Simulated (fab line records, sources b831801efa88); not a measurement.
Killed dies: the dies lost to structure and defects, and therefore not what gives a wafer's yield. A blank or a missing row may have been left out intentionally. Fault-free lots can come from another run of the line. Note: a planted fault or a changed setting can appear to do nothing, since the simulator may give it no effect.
Which of the tools did it? / flow sky130 / 13 lots, 39 wafers sampled, at 4 steps of a route of 708

## WHAT THE GAUGES SHOWED, per wafer
SKY_METAL4_OVL_MEAS_14. Usual: for METAL4_OVL the level is 2 nm and the standard deviation is 5.5.
lot=L589; measured=day 41 23:47; on=overlay-01; METAL4_OVL (nm)=-4 -3 0; flag=
lot=L590; measured=day 41 23:58; on=overlay-01; METAL4_OVL (nm)=16 9 2; flag=
lot=L591; measured=day 42 17:49; on=overlay-02; METAL4_OVL (nm)=-4 2 0; flag=
lot=L594; measured=day 42 21:18; on=overlay-01; METAL4_OVL (nm)=7 2 8; flag=
lot=L593; measured=day 42 22:18; on=overlay-01; METAL4_OVL (nm)=2 -3 -4; flag=
lot=L600; measured=day 44 03:50; on=overlay-01; METAL4_OVL (nm)=13 6 6; flag=
lot=L602; measured=day 45 14:23; on=overlay-02; METAL4_OVL (nm)=2 -4 -1; flag=
lot=L604; measured=day 46 04:31; on=overlay-01; METAL4_OVL (nm)=0 -2 5; flag=
lot=L607; measured=day 46 11:42; on=overlay-02; METAL4_OVL (nm)=-2 6 7; flag=
lot=L608; measured=day 47 08:05; on=overlay-02; METAL4_OVL (nm)=4 3 2; flag=
lot=L610; measured=day 47 10:42; on=overlay-02; METAL4_OVL (nm)=0 5 0; flag=
lot=L611; measured=day 47 16:36; on=overlay-02; METAL4_OVL (nm)=0 3 2; flag=
lot=L612; measured=day 47 18:31; on=overlay-02; METAL4_OVL (nm)=-6 -4 -9; flag=

SKY_VIA4_BOW_MEAS_03. Usual: for VIA4_BOW the level is 76 um and the standard deviation is 8.1.
lot=L589; measured=day 42 01:17; on=film metro-01; VIA4_BOW (um)=76 78 71; flag=
lot=L590; measured=day 42 02:01; on=film metro-04; VIA4_BOW (um)=72 71 92; flag=
lot=L591; measured=day 42 20:04; on=film metro-02; VIA4_BOW (um)=69 70 86; flag=
lot=L594; measured=day 42 23:05; on=film metro-02; VIA4_BOW (um)=81 82 80; flag=
lot=L593; measured=day 43 00:35; on=film metro-04; VIA4_BOW (um)=87 85 72; flag=
lot=L600; measured=day 44 05:22; on=film metro-04; VIA4_BOW (um)=76 71 65; flag=
lot=L602; measured=day 45 15:56; on=film metro-01; VIA4_BOW (um)=65 71 79; flag=
lot=L604; measured=day 46 06:07; on=film metro-02; VIA4_BOW (um)=71 76 67; flag=
lot=L607; measured=day 46 13:17; on=film metro-01; VIA4_BOW (um)=61 71 66; flag=
lot=L608; measured=day 47 09:44; on=film metro-02; VIA4_BOW (um)=70 74 63; flag=
lot=L610; measured=day 47 12:26; on=film metro-02; VIA4_BOW (um)=69 72 87; flag=
lot=L611; measured=day 47 18:17; on=film metro-02; VIA4_BOW (um)=75 81 81; flag=
lot=L612; measured=day 47 20:01; on=film metro-01; VIA4_BOW (um)=62 72 67; flag=

## TOOL THAT RAN EACH LOT (tool first, then ch and the chambers of the sampled wafers, then the start)
lot=L589; SKY_METAL1_STRIP_21=wet bench-03 ch 3, day 32 22:04; SKY_VIA4_CMP_02=cmp-01 ch 0,1, day 42 00:59
lot=L590; SKY_METAL1_STRIP_21=wet bench-03 ch 1, day 32 23:37; SKY_VIA4_CMP_02=cmp-02 ch 0,1,2, day 42 01:47
lot=L591; SKY_METAL1_STRIP_21=wet bench-03 ch 2, day 33 18:58; SKY_VIA4_CMP_02=cmp-02 ch 0,1,3, day 42 19:48
lot=L594; SKY_METAL1_STRIP_21=wet bench-03 ch 0, day 33 21:45; SKY_VIA4_CMP_02=cmp-02 ch 0,1,3, day 42 22:46
lot=L593; SKY_METAL1_STRIP_21=wet bench-04 ch 0, day 34 02:08; SKY_VIA4_CMP_02=cmp-02 ch 1,2, day 43 00:19
lot=L600; SKY_METAL1_STRIP_21=wet bench-04 ch 3, day 35 17:01; SKY_VIA4_CMP_02=cmp-02 ch 0,1, day 44 05:04
lot=L602; SKY_METAL1_STRIP_21=wet bench-04 ch 2, day 37 05:40; SKY_VIA4_CMP_02=cmp-01 ch 1,2,3, day 45 15:41
lot=L604; SKY_METAL1_STRIP_21=wet bench-03 ch 0, day 38 02:13; SKY_VIA4_CMP_02=cmp-01 ch 0,2, day 46 05:47
lot=L607; SKY_METAL1_STRIP_21=wet bench-04 ch 2, day 38 08:07; SKY_VIA4_CMP_02=cmp-01 ch 1,2, day 46 12:58
lot=L608; SKY_METAL1_STRIP_21=wet bench-03 ch 1, day 39 08:37; SKY_VIA4_CMP_02=cmp-02 ch 0,1, day 47 09:26
lot=L610; SKY_METAL1_STRIP_21=wet bench-04 ch 2, day 39 13:13; SKY_VIA4_CMP_02=cmp-01 ch 2,3, day 47 12:08
lot=L611; SKY_METAL1_STRIP_21=wet bench-04 ch 3, day 39 16:26; SKY_VIA4_CMP_02=cmp-01 ch 0,1,3, day 47 17:58
lot=L612; SKY_METAL1_STRIP_21=wet bench-03 ch 3, day 39 20:04; SKY_VIA4_CMP_02=cmp-02 ch 0,1,2, day 47 19:42
- SKY_METAL1_STRIP_21: strips in post etch residue remover, time 1200 s.
- SKY_VIA4_CMP_02: polishes SiO2.

## AS READ BY THE TOOLS THEMSELVES (means over the sampled wafers that have a number; for cases with no such wafer, the mark the record gives instead)
SKY_VIA4_CMP_02. Usual: motor current A 12.4 A, standard deviation 1.1; platen rpm 60.00 rpm, standard deviation 0.037; retaining ring pressure frac 1.000, standard deviation 0.0049.
lot=L589; tool=cmp-01; motor current A (A)=12.8; platen rpm (rpm)=59.96; retaining ring pressure frac=1.004; flag=
lot=L590; tool=cmp-02; motor current A (A)=12.7; platen rpm (rpm)=60.00; retaining ring pressure frac=1.003; flag=
lot=L591; tool=cmp-02; motor current A (A)=11.9; platen rpm (rpm)=60.00; retaining ring pressure frac=1.002; flag=
lot=L594; tool=cmp-02; motor current A (A)=11.8; platen rpm (rpm)=59.97; retaining ring pressure frac=0.999; flag=
lot=L593; tool=cmp-02; motor current A (A)=12.4; platen rpm (rpm)=59.99; retaining ring pressure frac=0.999; flag=
lot=L600; tool=cmp-02; motor current A (A)=12.4; platen rpm (rpm)=60.02; retaining ring pressure frac=1.000; flag=
lot=L602; tool=cmp-01; motor current A (A)=12.8; platen rpm (rpm)=59.99; retaining ring pressure frac=1.000; flag=
lot=L604; tool=cmp-01; motor current A (A)=13.9; platen rpm (rpm)=60.00; retaining ring pressure frac=1.002; flag=
lot=L607; tool=cmp-01; motor current A (A)=12.7; platen rpm (rpm)=60.00; retaining ring pressure frac=0.993; flag=
lot=L608; tool=cmp-02; motor current A (A)=12.8; platen rpm (rpm)=60.00; retaining ring pressure frac=1.007; flag=
lot=L610; tool=cmp-01; motor current A (A)=12.9; platen rpm (rpm)=59.99; retaining ring pressure frac=1.000; flag=
lot=L611; tool=cmp-01; motor current A (A)=12.7; platen rpm (rpm)=60.00; retaining ring pressure frac=1.001; flag=
lot=L612; tool=cmp-02; motor current A (A)=12.7; platen rpm (rpm)=60.00; retaining ring pressure frac=1.001; flag=

## THE ANSWER, worked out from the rows above alone
Rule: a lot is off if the mean of its wafers that have a number lies more than 3 standard deviations from the usual mean. Also off: a lot with no number at a reading for which 4 or more lots have one. Any other lot the step has rows for is counted as sound. The gauges are gone through in route order, then the tools' own readings, and for those a lot's mean is taken as printed above. At the first step where some lot is off, the reading lying furthest off is the one used; lots without a number count as furthest.
No lot is off on any of the readings shown, so nothing can be concluded from this.

## WHAT WAS PUT IN BY THE SIMULATOR
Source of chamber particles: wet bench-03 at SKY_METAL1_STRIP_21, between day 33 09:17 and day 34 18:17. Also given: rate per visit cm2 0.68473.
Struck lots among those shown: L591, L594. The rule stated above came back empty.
